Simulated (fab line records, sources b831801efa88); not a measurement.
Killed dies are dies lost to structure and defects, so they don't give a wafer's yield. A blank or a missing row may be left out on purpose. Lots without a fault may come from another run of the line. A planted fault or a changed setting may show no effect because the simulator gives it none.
Which tool did it? | flow gf180mcu | 13 lots, 39 wafers sampled, at 5 steps of a route of 602

WHAT THE GAUGES READ, wafer by wafer
GF_VT_IMPLANT_OVL_MEAS_40.
lot  | measured     | on         | VT_IMPLANT_03_OVL (nm)
L595 | day 7 18:19  | overlay-02 | -2.1 -2.4 -2.0
L596 | day 7 20:19  | overlay-02 | 0.2 1.5 -0.9
L597 | day 8 02:22  | overlay-02 | -1.3 1.7 1.1
L605 | day 10 11:52 | overlay-01 | 1.8 1.3 0.6
L606 | day 10 20:40 | overlay-01 | -1.4 -1.4 -0.1
L607 | day 10 21:28 | overlay-02 | -0.8 0.7 0.6
L608 | day 11 07:37 | overlay-01 | 1.0 1.5 -0.3
L609 | day 11 16:34 | overlay-01 | -1.4 -1.3 1.7
L610 | day 12 00:25 | overlay-02 | -1.0 -1.2 0.2
L613 | day 12 15:25 | overlay-02 | 1.1 0.1 0.5
L614 | day 12 23:14 | overlay-02 | -1.1 0.3 0.2
L615 | day 13 07:10 | overlay-02 | -1.1 0.9 -2.4
L618 | day 14 01:49 | overlay-02 | 1.6 2.6 -0.9

GF_HV_LDD_OVL_MEAS_47.
lot  | measured     | on         | HV_LDD_03_OVL (nm)
L595 | day 12 15:13 | overlay-01 | -1.2 -1.8 -1.6
L596 | day 12 18:59 | overlay-02 | 1.0 1.5 2.0
L597 | day 13 06:57 | overlay-02 | -1.2 0.7 1.0
L605 | day 15 23:28 | overlay-01 | 1.0 0.8 0.7
L606 | day 16 08:43 | overlay-01 | -1.0 -1.8 -2.1
L607 | day 16 09:40 | overlay-01 | 0.3 1.0 1.5
L608 | day 17 00:34 | overlay-02 | -0.1 -0.6 0.9
L609 | day 17 09:22 | overlay-01 | 0.4 -0.1 0.9
L610 | day 17 18:56 | overlay-02 | -0.6 0.5 0.2
L613 | day 18 14:11 | overlay-02 | -1.6 -1.3 -0.3
L614 | day 18 21:49 | overlay-02 | 1.2 0.2 0.1
L615 | day 19 10:37 | overlay-01 | -1.4 1.2 0.2
L618 | day 20 02:46 | overlay-02 | -1.2 2.8 0.3

WHICH TOOL RAN EACH LOT (tool, then ch and the chambers of the sampled wafers, then the start)
lot  | GF_HV_LDD_STRIP_10                   | GF_HV_LDD_COAT_26                 | GF_HV_LDD_STRIP_37
L595 | plasma_asher-03 ch 0,1, day 10 05:38 | litho_track-04 ch 0, day 11 09:37 | plasma_asher-03 ch 0,1, day 11 19:55
L596 | plasma_asher-01 ch 0,1, day 10 10:02 | litho_track-01 ch 0, day 11 13:40 | plasma_asher-03 ch 0, day 11 23:40
L597 | plasma_asher-04 ch 0,1, day 10 19:44 | litho_track-01 ch 0, day 12 00:02 | plasma_asher-01 ch 0,1, day 12 10:48
L605 | plasma_asher-03 ch 0,1, day 13 08:05 | litho_track-01 ch 0, day 14 14:25 | plasma_asher-03 ch 0,1, day 15 01:59
L606 | plasma_asher-01 ch 0,1, day 13 16:32 | litho_track-01 ch 0, day 14 23:08 | plasma_asher-04 ch 0,1, day 15 10:54
L607 | plasma_asher-04 ch 0,1, day 13 16:47 | litho_track-01 ch 0, day 14 23:41 | plasma_asher-01 ch 0,1, day 15 11:22
L608 | plasma_asher-03 ch 0, day 14 05:55   | litho_track-04 ch 0, day 15 13:58 | plasma_asher-03 ch 0,1, day 16 01:41
L609 | plasma_asher-04 ch 0,1, day 14 14:05 | litho_track-04 ch 0, day 15 22:31 | plasma_asher-01 ch 0,1, day 16 10:34
L610 | plasma_asher-01 ch 0,1, day 14 23:10 | litho_track-03 ch 0, day 16 07:41 | plasma_asher-01 ch 1, day 16 19:46
L613 | plasma_asher-04 ch 0,1, day 15 16:59 | litho_track-03 ch 0, day 17 02:18 | plasma_asher-04 ch 0, day 17 14:34
L614 | plasma_asher-01 ch 0,1, day 15 23:45 | litho_track-03 ch 0, day 17 08:47 | plasma_asher-01 ch 0,1, day 17 21:47
L615 | plasma_asher-03 ch 0,1, day 16 11:37 | litho_track-04 ch 0, day 17 22:19 | plasma_asher-03 ch 0,1, day 18 10:28
L618 | plasma_asher-04 ch 0,1, day 17 02:44 | litho_track-03 ch 0, day 18 12:59 | plasma_asher-04 ch 0,1, day 19 02:43
- GF_HV_LDD_STRIP_10: strips in O2/N2.
- GF_HV_LDD_COAT_26: resist thk 1000 nm.
- GF_HV_LDD_STRIP_37: strips in O2/N2.

WHAT THE TOOLS THEMSELVES READ (means of the sampled wafers that have a number; where no wafer has one, the mark that the record gives instead)
GF_HV_LDD_STRIP_10.
lot  | tool            | drypump_motor_current_A (A) | heater_power_w (W) | oes_product_au (a.u.) | strip_time_to_endpoint_s (s)
L595 | plasma_asher-03 | 5.8                         | 335                | 0.714                 | 12.60
L596 | plasma_asher-01 | 5.5                         | 343                | 0.717                 | 12.68
L597 | plasma_asher-04 | 5.4                         | 341                | 0.722                 | 12.66
L605 | plasma_asher-03 | 5.7                         | 345                | 0.718                 | 12.65
L606 | plasma_asher-01 | 5.4                         | 341                | 0.714                 | 12.64
L607 | plasma_asher-04 | 5.4                         | 344                | 0.714                 | 12.69
L608 | plasma_asher-03 | 5.9                         | 328                | 0.717                 | 12.71
L609 | plasma_asher-04 | 5.6                         | 347                | 0.715                 | 12.66
L610 | plasma_asher-01 | 5.2                         | 334                | 0.715                 | 12.65
L613 | plasma_asher-04 | 5.6                         | 349                | 0.715                 | 12.63
L614 | plasma_asher-01 | 5.5                         | 347                | 0.717                 | 12.57
L615 | plasma_asher-03 | 5.8                         | 335                | 0.713                 | 12.70
L618 | plasma_asher-04 | 5.6                         | 351                | 0.715                 | 12.63

GF_HV_LDD_STRIP_37.
lot  | tool            | drypump_motor_current_A (A) | heater_power_w (W) | oes_product_au (a.u.) | strip_time_to_endpoint_s (s)
L595 | plasma_asher-03 | 5.7                         | 341                | 0.712                 | 12.60
L596 | plasma_asher-03 | 5.9                         | 328                | 0.715                 | 12.65
L597 | plasma_asher-01 | 5.2                         | 330                | 0.713                 | 12.67
L605 | plasma_asher-03 | 5.8                         | 336                | 0.719                 | 12.49
L606 | plasma_asher-04 | 5.6                         | 349                | 0.718                 | 12.57
L607 | plasma_asher-01 | 5.2                         | 335                | 0.714                 | 12.52
L608 | plasma_asher-03 | 5.8                         | 335                | 0.711                 | 12.60
L609 | plasma_asher-01 | 5.4                         | 341                | 0.715                 | 12.66
L610 | plasma_asher-01 | 5.7                         | 351                | 0.716                 | 12.66
L613 | plasma_asher-04 | 5.2                         | 330                | 0.722                 | 12.62
L614 | plasma_asher-01 | 5.5                         | 341                | 0.718                 | 12.69
L615 | plasma_asher-03 | 5.8                         | 338                | 0.714                 | 12.60
L618 | plasma_asher-04 | 5.4                         | 338                | 0.715                 | 12.63

THE ANSWER, worked out from the rows above alone
Rule: what is usual is taken from the lots themselves. Put in order of their means at a reading, lots are off if they are a third of the lots or fewer, leave a main group of 4 or more, and stand apart from it by a gap of 3 or more times the standard deviation of the main group's means; of several such gaps the widest counts. A main group whose means are all the same, to the digits that the tables above print for the reading, isn't used. A lot without any number at a reading at which 4 lots or more have one is off too. The other lots that the step has rows for count as sound. The gauges are gone through in route order, then the tools' own readings, and for those a lot's mean is taken as printed above. The first step at which some lot is off is used, and at that step the reading that is off furthest; a lot without a number counts as furthest.
No lot is off at any reading shown: from this, nothing can be told.

WHAT THE SIMULATOR HAD PUT IN
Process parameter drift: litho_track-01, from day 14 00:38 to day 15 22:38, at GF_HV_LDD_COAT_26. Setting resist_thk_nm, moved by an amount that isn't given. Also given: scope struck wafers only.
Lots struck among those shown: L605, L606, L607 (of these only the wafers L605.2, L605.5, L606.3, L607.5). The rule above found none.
